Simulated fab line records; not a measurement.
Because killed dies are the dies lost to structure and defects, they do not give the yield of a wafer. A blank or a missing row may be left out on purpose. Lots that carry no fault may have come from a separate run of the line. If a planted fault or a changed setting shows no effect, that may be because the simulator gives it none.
Which of the tools did it?	flow sky130	6 lots with 18 wafers sampled at 3 steps, on a route of 708 steps

## WHAT THE GAUGES SHOWED, per wafer
SKY_SONOS_TUNNEL_TW_MEAS_12.
lot	measured	on	SONOS_TUNNEL_TW
L583	day 12 07:00	film_metro-04	196.9 198.6 197.1
L586	day 13 07:03	film_metro-03	179.5 201.2 199.4 179.1 201.8 200.3
L596	day 16 15:58	film_metro-04	197.7 198.6 196.7
L598	day 17 13:16	film_metro-04	199.6 197.9 199.4
L600	day 18 03:17	film_metro-01	200.8 199.8 199.8
L603	day 19 12:49	film_metro-04	197.4 196.6 198.0

## EACH LOT AND THE TOOL THAT RAN IT (in order: tool; ch and the chambers of the sampled wafers; start)
lot	SKY_FIELD_ISO_ETCH_15	SKY_SONOS_TUNNEL_IMPLANT_09
L583	rie_diel-03 ch 0,3, day 2 21:01	implanter-02 ch 0, day 12 06:35
L586	rie_diel-03 ch 0,1,2, day 3 11:54	implanter-02 ch 0, day 13 06:38
L596	rie_diel-03 ch 0,2,3, day 5 15:24	implanter-01 ch 0, day 16 15:32
L598	rie_diel-04 ch 1,2,3, day 6 04:04	implanter-04 ch 0, day 17 12:50
L600	rie_diel-01 ch 1,2,3, day 6 16:06	implanter-01 ch 0, day 18 02:50
L603	rie_diel-01 ch 0,1,3, day 7 06:31	implanter-04 ch 0, day 19 12:23
- SKY_FIELD_ISO_ETCH_15: etches the open film in CHF3/O2, stops on Si, target depth 180 nm, time 72 s.
- SKY_SONOS_TUNNEL_IMPLANT_09

## THE ANSWER, worked out from the rows above alone
Rule: the usual values come from the lots themselves. Put in order of their means at a reading, lots are off if they are a third of the lots or fewer, leave a main group of 4 or more, and stand apart from it by a gap of 3 or more times the standard deviation of the main group's means; of several such gaps the widest counts. A main group is skipped when, at the precision printed for the reading in the tables above, its means are all equal. Also off: a lot with no number at a reading for which 4 or more lots have one. Any other lot the step has rows for is counted as sound.
Off: L586, at SKY_SONOS_TUNNEL_TW_MEAS_12 (SONOS_TUNNEL_TW). The main group: mean 198.3, standard deviation 1.1.
A tool fits if, at a process step before that reading, it ran every lot that is off, and no sound lot after the first of them. Gauges at SKY_SONOS_TUNNEL_TW_MEAS_12: tried the same way as those tools. Can't be told from this: 2 tools fit, implanter-02 at SKY_SONOS_TUNNEL_IMPLANT_09, film_metro-03 at SKY_SONOS_TUNNEL_TW_MEAS_12.

## WHAT THE SIMULATOR HAD INSERTED
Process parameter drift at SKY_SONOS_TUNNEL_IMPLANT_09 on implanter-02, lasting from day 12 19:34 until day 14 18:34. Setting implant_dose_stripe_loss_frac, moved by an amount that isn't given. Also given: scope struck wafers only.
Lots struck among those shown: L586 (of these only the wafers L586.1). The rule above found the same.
